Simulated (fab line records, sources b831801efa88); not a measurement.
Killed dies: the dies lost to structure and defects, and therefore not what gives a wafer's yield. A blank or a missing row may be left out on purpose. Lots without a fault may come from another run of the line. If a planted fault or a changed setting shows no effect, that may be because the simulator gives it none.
2 desks, one fault | flow gf180mcu | only its own numbers are on each desk; what lay behind them is given at the end

## METROLOGY DESK
Lot by lot, what the gauges showed, no matter which tool ran the lot: averages of those sampled wafers that carry a number. A lot is out of limits, marked OUT, if its mean lies more than 4 standard deviations from the usual mean; the brackets give that distance.
Columns: A = MIM_CVD_05_THK at GF_MIM_THK_MEAS_06, usual 41.9 nm
lot  | first seen here | A
L600 | day 24 04:46    | 41.8
L604 | day 25 20:37    | 41.9
L605 | day 26 14:59    | 41.7
L606 | day 27 03:04    | 41.3
L611 | day 28 08:20    | 42.3
L613 | day 28 20:38    | 42.4
L614 | day 29 00:10    | 41.3
L616 | day 29 19:07    | 41.8
L618 | day 30 03:19    | 41.7
L619 | day 30 09:41    | 42.4
L620 | day 30 16:39    | 42.5
L622 | day 31 02:18    | 42.6
Result from this desk: across the 12 lots, nothing is out of limits.

## TOOL OWNER'S DESK, pecvd-02
The tool's own readings at GF_MIM_CVD_05 (deposits Si3N4, target thk 42 nm, time 29.086 s): means of the sampled wafers that have a number, for each lot that ran on this tool. A lot is out of limits, marked OUT, if its mean lies more than 4 standard deviations from the usual mean; the brackets give that distance.
Columns: A = heaterPowerW at GF_MIM_CVD_05, usual 660 W; B = runLengthS at GF_MIM_CVD_05, usual 57.0 s
lot  | first seen here | A   | B
L600 | day 24 04:43    | 701 | 57.2
L614 | day 29 00:08    | 727 | 57.0
Result from this desk: across the 2 lots, nothing is out of limits.

## BROUGHT TOGETHER
From the metrology desk's view, nothing was out of limits.
The tool owner's desk saw nothing out of limits.

## WHAT HAD BEEN PUT IN BY THE SIMULATOR
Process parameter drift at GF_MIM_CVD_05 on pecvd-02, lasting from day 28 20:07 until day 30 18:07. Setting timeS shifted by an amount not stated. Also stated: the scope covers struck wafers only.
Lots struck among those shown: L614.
